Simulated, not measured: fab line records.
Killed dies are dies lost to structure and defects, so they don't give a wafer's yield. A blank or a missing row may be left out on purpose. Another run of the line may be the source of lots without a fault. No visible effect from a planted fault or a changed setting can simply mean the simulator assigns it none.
A struck lot beside a sound one | flow gf180mcu | 43 steps out of a route of 602
Sound: the wafers L944.3, L944.4, L944.5. Struck: wafer L959.3 (L959.2, L959.5, from the same lot, were not struck and are left out); the cause is given at the end.
Order at every step that has rows: each side's tool, ch and its chambers, its first start. Under that, the readings that differ: sound wafers | struck wafers | difference of the means | sigmas: that difference in standard deviations of wafers without a fault.
alike: a reading whose means differ by less than 2 such deviations, as well as words and numbers matching on both sides. not compared: withheld readings; readings where some wafer has no value; bounds like >300 that might hide an equal value; numbers whose values overlap and for which the record gives no deviation.
A row with sigmas, a row that says differs or no value, or rows on one side alone: a step with any of these is where the two part. Non-overlapping numbers with no deviation appear without sigmas and do not part them. Lack of a reading on every wafer of one side parts them only where that side has two or more wafers.

first, 5 steps without rows for these wafers: GF_SAB_COAT_04 (resist thk 1000 nm); GF_SAB_SOFTBAKE_05 (time 60 s); GF_SAB_EXPOSE_06 (exposes mask SAB, target cd 420 nm); GF_SAB_PEB_07; GF_SAB_DEVELOP_08 (develop time 60 s).
GF_SAB_CD_MEAS_09: the cd target is 420 nm.
  sound on cd-sem-02, day 16 18:47; struck on cd-sem-01, day 21 20:22
  alike: cd-nm
GF_SAB_OVL_MEAS_10:
  sound on overlay-02, day 16 18:53; struck on overlay-01, day 21 20:29
  alike: SAB_OVL
then, 5 steps without rows for these wafers: GF_SAB_ETCH_11 (etches SiO2 in C4F8/O2/Ar, target depth 55 nm, time 8.5 s); GF_SAB_WET_ETCH_12 (etches SiO2 in dHF, target depth 22 nm, time 440 s); GF_SAB_STRIP_13 (strips in O2/N2); GF_SALICIDE_CLEAN_00 (cleans in SC1/SC2, time 150 s); GF_SALICIDE_WET_ETCH_01 (etches SiO2 in dHF, target depth 5 nm, time 100 s).
GF_SALICIDE_SPUTTER_02: material Co, target thk 10 nm, time 20 s.
  sound on pvd-sputter-01, day 16 19:20; struck on pvd-sputter-04, day 21 20:51
  reading                | sound          | struck | difference | sigmas
  throttle-valve-pct (%) | 28.7 27.5 30.2 | 32.3   | +3.5       | +2
  alike: cathode-dc-power-W
GF_SALICIDE_SPUTTER_03: material TiN, target thk 20 nm, time 16.7 s.
  sound on pvd-sputter-01, day 16 19:22; struck on pvd-sputter-04, day 21 20:53
  reading                | sound          | struck | difference | sigmas
  throttle-valve-pct (%) | 28.6 27.7 30.1 | 32.1   | +3.3       | +2
  alike: cathode-dc-power-W
GF_SALICIDE_RS_MEAS_04: measurement is done with a four-point probe.
  sound on film-metro-01, day 16 19:26; struck on film-metro-02, day 21 20:56
  alike: SALICIDE_TIN_RS
GF_SALICIDE_THK_MEAS_05: measures by xrf.
  sound on film-metro-01, day 16 19:32; struck on film-metro-02, day 21 21:02
  alike: SALICIDE_TIN_THK
then, 2 steps without rows for these wafers: GF_SALICIDE_RTA_06 (time 30 s); GF_SALICIDE_WET_ETCH_07 (etches the open film in SPM, target depth 120 nm).
GF_SALICIDE_RTA_08: time 30 s.
  sound on rtp-anneal-02 ch 0, day 16 19:55; struck on rtp-anneal-02 ch 0, day 21 21:17
  alike: chamber-o2-ppm, lamp-power-pct, wafer_temp_C_max
then, 1 step without rows for these wafers: GF_CONTACT_CVD_00 (deposits SiO2, target thk 300 nm, time 50 s).
GF_CONTACT_THK_MEAS_01:
  sound on film-metro-02, day 16 20:02; struck on film-metro-03, day 21 21:26
  alike: CONTACT_CVD_00_THK
GF_CONTACT_CVD_02: deposits SiO2 from TEOS, target thk 860 nm, time 95.992 s.
  sound on pecvd-04 ch 0,1, day 16 20:05; struck on pecvd-04 ch 1, day 21 21:29
  alike: heater-power-w, rf-fwd-power-W
GF_CONTACT_THK_MEAS_03:
  sound on film-metro-02, day 16 20:10; struck on film-metro-02, day 21 21:34
  alike: CONTACT_CVD_02_THK
then, 1 step without rows for these wafers: GF_CONTACT_CMP_04 (polishes SiO2).
GF_CONTACT_BOW_MEAS_05:
  sound on film-metro-02, day 16 20:33; struck on film-metro-03, day 21 21:56
  alike: CONTACT_BOW
then, 8 steps without rows for these wafers: GF_CONTACT_DEHYDRATE_06 (time 60 s); GF_CONTACT_HMDS_07 (prime time 60 s); GF_CONTACT_COAT_08; GF_CONTACT_COAT_09 (resist thk 1000 nm); GF_CONTACT_SOFTBAKE_10 (time 60 s); GF_CONTACT_EXPOSE_11 (exposes mask Contact, target cd 220 nm); GF_CONTACT_PEB_12 (peb time 90 s); GF_CONTACT_DEVELOP_13 (develop time 60 s).
GF_CONTACT_CD_MEAS_14: the cd target is 220 nm.
  sound on cd-sem-02, day 17 19:53; struck on cd-sem-02, day 22 21:29
  alike: cd-nm
GF_CONTACT_OVL_MEAS_15:
  sound on overlay-01, day 17 19:58; struck on overlay-01, day 22 21:36
  alike: CONTACT_OVL
GF_CONTACT_ETCH_16: etches BARC in N2/H2.
  sound on rie-diel-01 ch 1,2, day 17 19:59; struck on rie-diel-04 ch 3, day 22 21:38
  alike: drypump-motor-current-A, oes-product-au, rf-fwd-power-W, throttle-valve-pct
then, 1 step without rows for these wafers: GF_CONTACT_ETCH_17 (etches SiO2 in C4F8/O2/Ar, stops on CoSi2, target depth 860 nm).
GF_CONTACT_STRIP_18: strips in O2/N2.
  sound on plasma-asher-01 ch 0,1, day 17 20:11; struck on plasma-asher-03 ch 1, day 22 21:47
  reading               | sound             | struck | difference | sigmas
  heater-power-w (W)    | 307 391 316       | 420    | +82        | +2
  oes-product-au (a.u.) | 0.586 0.587 0.578 | 0.573  | -0.011     | -2
  alike: drypump-motor-current-A
  not compared: rf-hours-counter-h
then, 4 steps without rows for these wafers: GF_CONTACT_CLEAN_19 (cleans in SPM); GF_CONTACT_CLEAN_20 (cleans in DIW); GF_CONTACT_CLEAN_21 (cleans in dHF, time 20 s); GF_CONTACT_SPUTTER_22 (material Ti, target thk 15 nm, time 80.02 s).
-- the record jumps here: 11 days lie between the struck wafers' starts before and after (it left off in module CONTACT and takes up again in module PASSIVATION, whose first step shown is number 602 of the route) --
GF_PASSIVATION_PROBE_99:
  rows exist in the record for the struck wafers here (prober-01, day 34 03:14), but not for the sound ones

WHERE THEY PART
First at GF_SALICIDE_SPUTTER_02; last, within this record, at GF_PASSIVATION_PROBE_99.

WHY: what had been put in by the simulator
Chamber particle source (pvd-sputter-04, GF_SALICIDE_SPUTTER_02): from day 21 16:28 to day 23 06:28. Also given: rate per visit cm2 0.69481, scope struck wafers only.
